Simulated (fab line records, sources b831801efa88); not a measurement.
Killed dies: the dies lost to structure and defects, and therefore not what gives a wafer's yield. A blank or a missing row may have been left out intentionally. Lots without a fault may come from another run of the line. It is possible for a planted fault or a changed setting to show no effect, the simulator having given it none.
Which tool was responsible? | flow gf180mcu | 6 lots, 18 wafers sampled, at 2 steps of a route of 602

## WHAT EACH GAUGE READ, for each wafer
GF_HV_LDD_CD_MEAS_31: the cd target is 400 nm.
lot  | measured     | on        | cd_nm (nm)
L473 | day 12 09:38 | cd_sem-02 | 396.0 398.4 395.6
L475 | day 13 05:59 | cd_sem-01 | 397.4 399.1 399.3
L477 | day 13 20:17 | cd_sem-01 | 401.8 401.8 403.2
L481 | day 15 01:46 | cd_sem-01 | 400.5 402.9 402.7
L483 | day 15 16:47 | cd_sem-01 | 400.5 400.0 403.0
L490 | day 18 02:31 | cd_sem-02 | - - -

## TOOL THAT RAN EACH LOT (tool first, then ch and the chambers of the sampled wafers, then the start)
lot  | GF_HV_LDD_EXPOSE_28
L473 | iline_stepper-01 ch 0, day 12 00:20
L475 | iline_stepper-01 ch 0, day 12 20:01
L477 | iline_stepper-02 ch 0, day 13 09:49
L481 | iline_stepper-02 ch 0, day 14 14:52
L483 | iline_stepper-01 ch 0, day 15 06:26
L490 | iline_stepper-01 ch 0, day 17 15:07
- GF_HV_LDD_EXPOSE_28: exposes mask Nplus HV AREA, target cd 400 nm.

## THE ANSWER, worked out from the rows above alone
Rule: the lots themselves supply what counts as usual. The widest of any qualifying gaps counts: lots, ordered by their means at a reading, are off when they make up no more than a third of the lots, leave a main group of 4 or more, and stand apart from it by 3 or more times the standard deviation of that group's means. If all means in a main group match to the digits the tables above print for the reading, that group is not used. Also off: a lot with no number at a reading for which 4 or more lots have one. All remaining lots with rows at the step are treated as sound.
Off at GF_HV_LDD_CD_MEAS_31 (cd_nm): L490. Without a number there: L490. For the main group the mean is 400.1 nm and the standard deviation 2.2.
If a tool, at a process step before that reading, ran all the lots that are off and no sound lot after the first of them, it fits. Those tools and the gauges at GF_HV_LDD_CD_MEAS_31 are tried in the same way. Can't be told from this: 2 tools fit, iline_stepper-01 at GF_HV_LDD_EXPOSE_28, cd_sem-02 at GF_HV_LDD_CD_MEAS_31.

## WHAT THE SIMULATOR HAD INSERTED
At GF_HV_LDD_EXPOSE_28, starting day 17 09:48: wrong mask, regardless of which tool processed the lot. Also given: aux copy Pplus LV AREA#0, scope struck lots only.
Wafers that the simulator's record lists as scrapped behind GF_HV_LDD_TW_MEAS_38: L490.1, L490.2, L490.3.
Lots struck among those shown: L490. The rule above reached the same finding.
